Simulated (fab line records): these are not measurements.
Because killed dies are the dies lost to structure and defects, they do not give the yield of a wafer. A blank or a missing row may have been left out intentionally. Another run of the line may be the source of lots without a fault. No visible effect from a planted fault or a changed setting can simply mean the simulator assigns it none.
Which of the tools did it? ; flow gf180mcu ; 14 lots, 42 wafers sampled, at 2 steps of a route of 602

## WHAT THE GAUGES READ, wafer by wafer
GF_CONTACT_THK_MEAS_01. Usual: CONTACT_CVD_00_THK gives 299 nm (standard deviation 3.4).
lot;measured;on;CONTACT_CVD_00_THK (nm);flag
L274;day 15 05:07;film metro-01;302 305 301;
L275;day 15 16:49;film metro-01;302 298 301;
L276;day 15 22:28;film metro-03;302 302 304;
L277;day 16 04:57;film metro-01;294 298 299;
L278;day 16 11:38;film metro-04;298 301 298;
L281;day 18 03:29;film metro-04;301 296 299;
L282;day 18 23:59;film metro-01;295 299 295;
L284;day 19 08:30;film metro-04;299 299 296;
L287;day 20 09:53;film metro-04;295 291 290;
L290;day 21 01:03;film metro-04;300 298 301;
L292;day 22 04:14;film metro-03;300 301 304;
L293;day 22 13:20;film metro-04;292 302 297;
L294;day 23 01:02;film metro-03;294 292 297;
L296;day 23 22:26;film metro-04;302 299 290;

## WHICH TOOL RAN EACH LOT (tool, then ch and the chambers of the sampled wafers, then the start)
lot;GF_VT_IMPLANT_RTA_45
L274;rtp anneal-01 ch 0, day 7 15:38
L275;rtp anneal-01 ch 0, day 7 22:32
L276;rtp anneal-01 ch 0, day 8 05:08
L277;rtp anneal-02 ch 0, day 8 10:36
L278;rtp anneal-01 ch 0, day 8 15:32
L281;rtp anneal-01 ch 0, day 9 16:33
L282;rtp anneal-02 ch 0, day 10 08:49
L284;rtp anneal-02 ch 0, day 10 18:32
L287;rtp anneal-01 ch 0, day 11 14:08
L290;rtp anneal-01 ch 0, day 12 03:03
L292;rtp anneal-02 ch 0, day 13 02:35
L293;rtp anneal-01 ch 0, day 13 11:05
L294;rtp anneal-01 ch 0, day 13 19:07
L296;rtp anneal-02 ch 0, day 14 13:59
- GF_VT_IMPLANT_RTA_45: time 30 s.

## AS READ BY THE TOOLS THEMSELVES (means over the sampled wafers that have a number; for cases with no such wafer, the mark the record gives instead)
GF_VT_IMPLANT_RTA_45. Usual: lamp power pct 35.6 %, standard deviation 0.81; wafer_temp_C_max 1053.9, standard deviation 1.2.
lot;tool;lamp power pct (%);wafer_temp_C_max;flag
L274;rtp anneal-01;35.0;1053.3;
L275;rtp anneal-01;35.0;1053.1;
L276;rtp anneal-01;35.0;1053.1;
L277;rtp anneal-02;36.6;1056.6;
L278;rtp anneal-01;35.0;1053.2;
L281;rtp anneal-01;35.0;1053.3;
L282;rtp anneal-02;36.6;1056.5;
L284;rtp anneal-02;36.6;1055.1;
L287;rtp anneal-01;34.9;1053.4;
L290;rtp anneal-01;34.9;1052.1;
L292;rtp anneal-02;36.6;1054.6;
L293;rtp anneal-01;34.9;1053.0;
L294;rtp anneal-01;35.0;1053.2;
L296;rtp anneal-02;36.6;1053.8;

## THE ANSWER, worked out from the rows above alone
Rule: a lot is off if the mean of its wafers that have a number lies more than 3 standard deviations from the usual mean. A lot without any number at a reading at which 4 lots or more have one is off too. Where the step has rows for the other lots, those lots are counted as sound. The gauges are gone through in route order, then the tools' own readings, and for those a lot's mean is taken as printed above. At the first step where some lot is off, the reading lying furthest off is the one used; lots without a number count as furthest.
No lot is off on any of the readings shown, so nothing can be concluded from this.

## WHAT HAD BEEN PUT IN BY THE SIMULATOR
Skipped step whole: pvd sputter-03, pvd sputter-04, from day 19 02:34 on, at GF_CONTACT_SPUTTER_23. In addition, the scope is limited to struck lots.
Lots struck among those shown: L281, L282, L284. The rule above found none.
